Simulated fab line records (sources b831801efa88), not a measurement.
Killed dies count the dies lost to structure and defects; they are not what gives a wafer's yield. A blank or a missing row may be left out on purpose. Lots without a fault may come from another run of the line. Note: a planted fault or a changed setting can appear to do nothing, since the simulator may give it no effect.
One fault seen from 2 desks + flow gf180mcu + numbers are kept per desk, each desk with only its own; the story behind them comes last

== METROLOGY DESK ==
Lot by lot, what the gauges showed, no matter which tool ran the lot: averages of those sampled wafers that carry a number. A lot is out of limits, marked OUT, if its mean lies more than 4 standard deviations from the usual mean; the brackets give that distance.
Columns: A = cd-nm at GF_CONTACT_CD_MEAS_14, usual 220.0 nm; B = CONTACT_OVL at GF_CONTACT_OVL_MEAS_15, usual 4 nm
| lot  | first seen here | A     | B  |
|------|-----------------|-------|----|
| L218 | day 17 21:56    | 218.5 | 3  |
| L223 | day 19 17:29    | 221.8 | 5  |
| L226 | day 21 05:56    | 222.0 | -1 |
| L233 | day 23 07:31    | 218.8 | -5 |
| L235 | day 23 21:17    | 220.3 | 8  |
| L236 | day 24 05:41    | 221.0 | 6  |
Finding of this desk: none of the 6 lots has anything out of limits.

== FOR THE TOOL OWNER'S DESK: pvd-sputter-01 ==
The tool's own readings at GF_CONTACT_SPUTTER_22 (material Ti, target thk 15 nm, time 80.02 s): means of the sampled wafers that have a number, for each lot that ran on this tool. A lot is out of limits, marked OUT, if its mean lies more than 4 standard deviations from the usual mean; the brackets give that distance.
Columns: A = chamber-pressure-pa at GF_CONTACT_SPUTTER_22, usual 4.999 Pa; B = throttle-valve-pct at GF_CONTACT_SPUTTER_22, usual 30.2 %
| lot  | first seen here | A     | B    |
|------|-----------------|-------|------|
| L223 | day 19 18:07    | 5.008 | 30.2 |
| L233 | day 23 08:06    | 5.005 | 30.0 |
| L235 | day 23 21:55    | 4.998 | 30.0 |
Finding of this desk: none of the 3 lots has anything out of limits.

== PUT TOGETHER ==
From the metrology desk's view, nothing was out of limits.
Nothing out of limits was seen by the tool owner's desk.

== WHAT HAD BEEN PUT IN BY THE SIMULATOR ==
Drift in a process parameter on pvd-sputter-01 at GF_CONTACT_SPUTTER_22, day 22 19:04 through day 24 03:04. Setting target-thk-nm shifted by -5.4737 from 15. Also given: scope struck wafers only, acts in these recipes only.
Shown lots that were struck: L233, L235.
